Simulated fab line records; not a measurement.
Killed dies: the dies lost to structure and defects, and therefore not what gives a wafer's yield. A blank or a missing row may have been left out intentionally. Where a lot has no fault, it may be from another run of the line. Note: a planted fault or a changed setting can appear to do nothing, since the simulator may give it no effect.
The same fault as seen by 2 desks -- flow sky130 -- each desk has only its own numbers; what lay behind them comes last

AT THE METROLOGY DESK
Means of the sampled wafers that have a number, per lot and without regard to the tool the lot ran on: this is what the gauges read. The brackets show how far a lot's mean lies from the usual mean; more than 4 standard deviations puts the lot out of limits, marked OUT.
Columns: A = cdNm at SKY_VIA3_CD_MEAS_12, usual 199.7 nm; B = VIA3_W_RS at SKY_VIA3_RS_MEAS_22, usual 0.292 ohm/sq
lot,first seen here,A,B
L580,day 40 11:20,199.9,0.289
L581,day 40 17:48,200.9,0.294
L583,day 41 07:16,197.4,0.291
L587,day 42 09:40,199.3,0.294
L590,day 43 12:47,199.3,0.288
L593,day 44 08:43,201.1,0.291
L595,day 44 17:46,201.6,0.291
L596,day 44 21:22,199.9,0.286
L599,day 45 15:22,197.5,0.293
L600,day 45 20:56,201.1,0.291
L601,day 46 00:45,199.3,0.290
This desk found nothing out of limits on any of the 11 lots.

DESK OF THE TOOL OWNER: rieMetal-04
The tool's own readings at SKY_METAL3_METAL_ETCH_18 (etches the open film in Cl2/BCl3, stops on SiO2, target depth 845 nm, time 183.1 s): means of the sampled wafers that have a number, for each lot that ran on this tool. The brackets show how far a lot's mean lies from the usual mean; more than 4 standard deviations puts the lot out of limits, marked OUT.
Columns: A = drypumpMotorCurrentA at SKY_METAL3_METAL_ETCH_18, usual 5.6 A; B = oesProductAu at SKY_METAL3_METAL_ETCH_18, usual 0.864 a.u.; C = throttleValvePct at SKY_METAL3_METAL_ETCH_18, usual 22.265 %
lot,first seen here,A,B,C
L580,day 39 09:28,6.1,0.864,22.262
L581,day 39 15:07,5.9,0.845,22.262
L587,day 41 08:57,6.5,0.833 (-5.2) OUT,22.261
L596,day 43 21:32,5.3,0.862,22.256
L600,day 44 21:38,6.1,0.859,22.260
L601,day 45 01:58,5.7,0.866,22.263
Finding of this desk: L587 out of limits; the first was L587 at day 41 08:57, on oesProductAu at SKY_METAL3_METAL_ETCH_18. L580, L581, L596, L600, L601: within limits.

PUT TOGETHER
An alarm could have come from the tool owner's desk at day 41 08:57, on L587.
At the metrology desk, nothing out of limits was observed.
The metrology desk has L587 on record, within its limits.
SKY_METAL3_METAL_ETCH_18 was run on rieMetal-04 by each of the lots named.

WHAT THE SIMULATOR HAD PUT IN
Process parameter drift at SKY_METAL3_METAL_ETCH_18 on rieMetal-04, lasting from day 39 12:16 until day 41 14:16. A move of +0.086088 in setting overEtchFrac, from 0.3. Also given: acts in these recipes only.
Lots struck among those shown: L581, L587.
Time in hours from fault onset to the first out-of-limits reading at each desk: the tool owner's desk, 45.
